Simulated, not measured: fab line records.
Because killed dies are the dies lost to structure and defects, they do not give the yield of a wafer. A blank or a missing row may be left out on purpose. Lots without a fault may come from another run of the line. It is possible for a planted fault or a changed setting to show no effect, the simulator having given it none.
What tool caused it? / flow sfq line / 14 lots with 41 wafers sampled at 4 steps, on a route of 325 steps

## WHAT THE GAUGES SHOWED, per wafer
SFQ_M7_OVL_MEAS_945.
lot=L871; measured=day 65 01:53; on=overlay-01; M7_OVL (nm)=8 8 9
lot=L872; measured=day 65 10:23; on=overlay-01; M7_OVL (nm)=13 7 11
lot=L873; measured=day 65 14:14; on=overlay-01; M7_OVL (nm)=3 2 7
lot=L874; measured=day 65 19:59; on=overlay-01; M7_OVL (nm)=0 7 -4
lot=L875; measured=day 66 17:35; on=overlay-01; M7_OVL (nm)=7 6 2
lot=L876; measured=day 66 18:47; on=overlay-01; M7_OVL (nm)=0 -1 3
lot=L877; measured=day 67 03:11; on=overlay-01; M7_OVL (nm)=-10 8 2
lot=L878; measured=day 67 05:59; on=overlay-01; M7_OVL (nm)=5 8 9
lot=L886; measured=day 69 06:29; on=overlay-02; M7_OVL (nm)=-5 -16 -4
lot=L887; measured=day 69 12:29; on=overlay-01; M7_OVL (nm)=4 7
lot=L889; measured=day 69 16:05; on=overlay-01; M7_OVL (nm)=12 10 6
lot=L891; measured=day 70 08:41; on=overlay-02; M7_OVL (nm)=3 7 8
lot=L892; measured=day 70 13:29; on=overlay-02; M7_OVL (nm)=9 8 4
lot=L894; measured=day 70 18:17; on=overlay-01; M7_OVL (nm)=1 4 5

SFQ_I7_BOW_MEAS_946.
lot=L871; measured=day 65 05:59; on=film metro-01; I7_BOW (um)=-11 -1 -9
lot=L872; measured=day 65 14:59; on=film metro-01; I7_BOW (um)=12 9 15
lot=L873; measured=day 65 18:19; on=film metro-03; I7_BOW (um)=-1 -8 1
lot=L874; measured=day 66 00:04; on=film metro-01; I7_BOW (um)=-1 1 -9
lot=L875; measured=day 66 21:40; on=film metro-03; I7_BOW (um)=6 11 11
lot=L876; measured=day 66 22:52; on=film metro-01; I7_BOW (um)=0 11 -5
lot=L877; measured=day 67 09:05; on=film metro-01; I7_BOW (um)=19 32 28
lot=L878; measured=day 67 12:04; on=film metro-01; I7_BOW (um)=6 5 1
lot=L886; measured=day 69 10:34; on=film metro-04; I7_BOW (um)=-12 -12 -3
lot=L887; measured=day 69 18:23; on=film metro-03; I7_BOW (um)=-8 -11
lot=L889; measured=day 69 21:58; on=film metro-03; I7_BOW (um)=-1 16 21
lot=L891; measured=day 70 14:10; on=film metro-03; I7_BOW (um)=21 32 31
lot=L892; measured=day 70 19:23; on=film metro-01; I7_BOW (um)=7 -3 -5
lot=L894; measured=day 71 01:24; on=film metro-01; I7_BOW (um)=-5 10 -1

SFQ_I7_OVL_MEAS_947.
lot=L871; measured=day 69 03:16; on=overlay-01; I7_OVL (nm)=-1 -1 -1
lot=L872; measured=day 69 12:52; on=overlay-02; I7_OVL (nm)=1 4 5
lot=L873; measured=day 69 14:03; on=overlay-02; I7_OVL (nm)=2 -1 2
lot=L874; measured=day 69 20:03; on=overlay-02; I7_OVL (nm)=2 -2 2
lot=L875; measured=day 70 21:21; on=overlay-02; I7_OVL (nm)=2 -2 -3
lot=L876; measured=day 70 22:33; on=overlay-01; I7_OVL (nm)=6 4 8
lot=L877; measured=day 71 06:58; on=overlay-01; I7_OVL (nm)=1 -5 1
lot=L878; measured=day 71 10:33; on=overlay-01; I7_OVL (nm)=-11 -4 1
lot=L886; measured=day 73 08:14; on=overlay-01; I7_OVL (nm)=1 0 -5
lot=L887; measured=day 73 13:03; on=overlay-01; I7_OVL (nm)=-5 -2
lot=L889; measured=day 73 19:02; on=overlay-02; I7_OVL (nm)=1 3 -1
lot=L891; measured=day 74 05:51; on=overlay-01; I7_OVL (nm)=3 5 9
lot=L892; measured=day 74 09:56; on=overlay-01; I7_OVL (nm)=-3 -1 1
lot=L894; measured=day 74 16:46; on=overlay-02; I7_OVL (nm)=4 0 2

## TOOL THAT RAN EACH LOT (tool first, then ch and the chambers of the sampled wafers, then the start)
lot=L871; SFQ_TRILAYER_M6_LITHO_PEB_162=litho track-03 ch 0, day 58 16:29
lot=L872; SFQ_TRILAYER_M6_LITHO_PEB_162=litho track-04 ch 0, day 59 00:53
lot=L873; SFQ_TRILAYER_M6_LITHO_PEB_162=litho track-02 ch 0, day 59 05:40
lot=L874; SFQ_TRILAYER_M6_LITHO_PEB_162=litho track-02 ch 0, day 59 09:16
lot=L875; SFQ_TRILAYER_M6_LITHO_PEB_162=litho track-04 ch 0, day 60 11:40
lot=L876; SFQ_TRILAYER_M6_LITHO_PEB_162=litho track-03 ch 0, day 60 12:52
lot=L877; SFQ_TRILAYER_M6_LITHO_PEB_162=litho track-03 ch 0, day 60 21:17
lot=L878; SFQ_TRILAYER_M6_LITHO_PEB_162=litho track-04 ch 0, day 61 00:52
lot=L886; SFQ_TRILAYER_M6_LITHO_PEB_162=litho track-04 ch 0, day 63 07:26
lot=L887; SFQ_TRILAYER_M6_LITHO_PEB_162=litho track-04 ch 0, day 63 13:28
lot=L889; SFQ_TRILAYER_M6_LITHO_PEB_162=litho track-02 ch 0, day 63 21:23
lot=L891; SFQ_TRILAYER_M6_LITHO_PEB_162=litho track-03 ch 0, day 65 05:13
lot=L892; SFQ_TRILAYER_M6_LITHO_PEB_162=litho track-02 ch 0, day 65 14:53
lot=L894; SFQ_TRILAYER_M6_LITHO_PEB_162=litho track-03 ch 0, day 65 20:55
- SFQ_TRILAYER_M6_LITHO_PEB_162: peb time 60 s.

## AS READ BY THE TOOLS THEMSELVES (means over the sampled wafers that have a number; for cases with no such wafer, the mark the record gives instead)
SFQ_TRILAYER_M6_LITHO_PEB_162.
lot=L871; tool=litho track-03; heater power total W (W)=79.16; plate temp C (C)=114.92
lot=L872; tool=litho track-04; heater power total W (W)=79.16; plate temp C (C)=114.77
lot=L873; tool=litho track-02; heater power total W (W)=79.13; plate temp C (C)=114.99
lot=L874; tool=litho track-02; heater power total W (W)=79.12; plate temp C (C)=115.20
lot=L875; tool=litho track-04; heater power total W (W)=79.16; plate temp C (C)=115.11
lot=L876; tool=litho track-03; heater power total W (W)=79.10; plate temp C (C)=114.90
lot=L877; tool=litho track-03; heater power total W (W)=79.12; plate temp C (C)=114.82
lot=L878; tool=litho track-04; heater power total W (W)=79.18; plate temp C (C)=114.93
lot=L886; tool=litho track-04; heater power total W (W)=80.00; plate temp C (C)=115.08
lot=L887; tool=litho track-04; heater power total W (W)=80.42; plate temp C (C)=115.00
lot=L889; tool=litho track-02; heater power total W (W)=79.14; plate temp C (C)=114.97
lot=L891; tool=litho track-03; heater power total W (W)=79.14; plate temp C (C)=114.91
lot=L892; tool=litho track-02; heater power total W (W)=79.17; plate temp C (C)=115.01
lot=L894; tool=litho track-03; heater power total W (W)=79.04; plate temp C (C)=114.96

## THE ANSWER, worked out from the rows above alone
Rule: the usual values come from the lots themselves. The widest of any qualifying gaps counts: lots, ordered by their means at a reading, are off when they make up no more than a third of the lots, leave a main group of 4 or more, and stand apart from it by 3 or more times the standard deviation of that group's means. Not used: any main group whose means are identical at the precision the tables above print for the reading. Also off: a lot with no number at a reading for which 4 or more lots have one. All remaining lots with rows at the step are treated as sound. The gauges are gone through in route order, then the tools' own readings, and for those a lot's mean is taken as printed above. The first step at which some lot is off is used, and at that step the reading that is off furthest; a lot without a number counts as furthest.
Off: L886, L887 (SFQ_TRILAYER_M6_LITHO_PEB_162, heater power total W). The main group: mean 79.14 W, standard deviation 0.036.
A tool fits if, at that step or a process step before it, it ran every lot that is off, and no sound lot after the first of them. One candidate fits, namely litho track-04 at SFQ_TRILAYER_M6_LITHO_PEB_162. A fault onset in the window from L878 (day 61 00:52, its last sound lot) to L886 (day 63 07:26, its first lot off) fits.
The tool's own readings at SFQ_TRILAYER_M6_LITHO_PEB_162 bear it out: on the lots that are off they differ by more than 5 times the standard deviation of the sound lots' means. heater power total W reads 80.21 W there against 79.14 W on the sound lots.

## WHAT THE SIMULATOR HAD PUT IN
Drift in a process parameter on litho track-04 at SFQ_TRILAYER_M6_LITHO_PEB_162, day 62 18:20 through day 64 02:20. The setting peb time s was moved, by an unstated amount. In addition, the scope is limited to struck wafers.
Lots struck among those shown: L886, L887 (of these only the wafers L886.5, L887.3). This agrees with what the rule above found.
